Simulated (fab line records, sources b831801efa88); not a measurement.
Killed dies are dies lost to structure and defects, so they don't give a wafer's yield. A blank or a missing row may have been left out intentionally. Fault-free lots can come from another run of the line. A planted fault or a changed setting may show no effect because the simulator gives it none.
Struck lot and sound lot, side by side ; flow sky130 ; 14 steps out of a route of 708
Sound: these wafers, L382.1, L382.3, L382.4. Wafers struck: L388.1, L388.2, L388.4. The cause is given at the end.
Order at every step that has rows: each side's tool, ch and its chambers, its first start. Under that, the readings that differ: sound wafers ; struck wafers ; difference of the means ; sigmas: that difference in standard deviations of wafers without a fault.
alike: words and numbers the same on both sides, and readings whose means are apart by under 2 such deviations; not compared: readings that were withheld, readings missing a value for some wafer, numbers with overlapping values and no deviation given by the record, and bounds like >300 which may hide the same value.
The two part at a step that has a row with sigmas, a row that says differs or no value, or rows on one side only. When numbers do not overlap yet have no deviation, they are printed without sigmas and do not part them. Lack of a reading on every wafer of one side parts them only where that side has two or more wafers.

first, 1 step without rows for these wafers: SKY_SD_P_DEVELOP_06 (develop time 60 s).
SKY_SD_P_CD_MEAS_07: the cd target is 380 nm.
  struck on cd sem-02, day 30 11:55; sound on cd sem-01, day 28 10:51
  alike: cd nm
SKY_SD_P_OVL_MEAS_08:
  struck on overlay-01, day 30 12:02; sound on overlay-02, day 28 10:58
  alike: SD_P_OVL
following that, these wafers have no rows for 1 step: SKY_SD_P_IMPLANT_09.
SKY_SD_P_STRIP_10: strips in O2/N2.
  sound on plasma asher-01 ch 0,1, day 28 11:09; struck on plasma asher-03 ch 0,1, day 30 12:13
reading;sound;struck;difference;sigmas
strip time to endpoint s (s);17.48 17.51 17.54;17.56 17.61 17.58;+0.07;+2
  alike: drypump motor current A, oes product au
  not compared: rf hours counter h
SKY_SD_P_TW_MEAS_11:
  struck on film metro-01, day 30 12:19; sound on film metro-01, day 28 11:15
  alike: SD_P_TW
then, 6 steps without rows for these wafers: SKY_RES_XHIGH_DEHYDRATE_00 (time 60 s); SKY_RES_XHIGH_HMDS_01 (prime time 60 s); SKY_RES_XHIGH_COAT_02 (resist thk 1140 nm); SKY_RES_XHIGH_SOFTBAKE_03 (time 60 s); SKY_RES_XHIGH_EXPOSE_04 (exposes mask URPM, target cd 1270 nm); SKY_RES_XHIGH_PEB_05.
SKY_RES_XHIGH_DEVELOP_06: develop time 60 s.
  sound on litho track-04 ch 0, day 29 15:55; struck on litho track-03 ch 0, day 31 15:54
reading;sound;struck;difference;sigmas
developer temp C (C);22.77 22.87 22.82;21.99 21.97 21.89;-0.87;-8
following that, these wafers have no rows for 1 step: SKY_RES_XHIGH_IMPLANT_07.

== WHERE THEY PART ==
Earliest at SKY_SD_P_STRIP_10; latest, in this record, at SKY_RES_XHIGH_DEVELOP_06.

WHY: whatever the simulator had introduced
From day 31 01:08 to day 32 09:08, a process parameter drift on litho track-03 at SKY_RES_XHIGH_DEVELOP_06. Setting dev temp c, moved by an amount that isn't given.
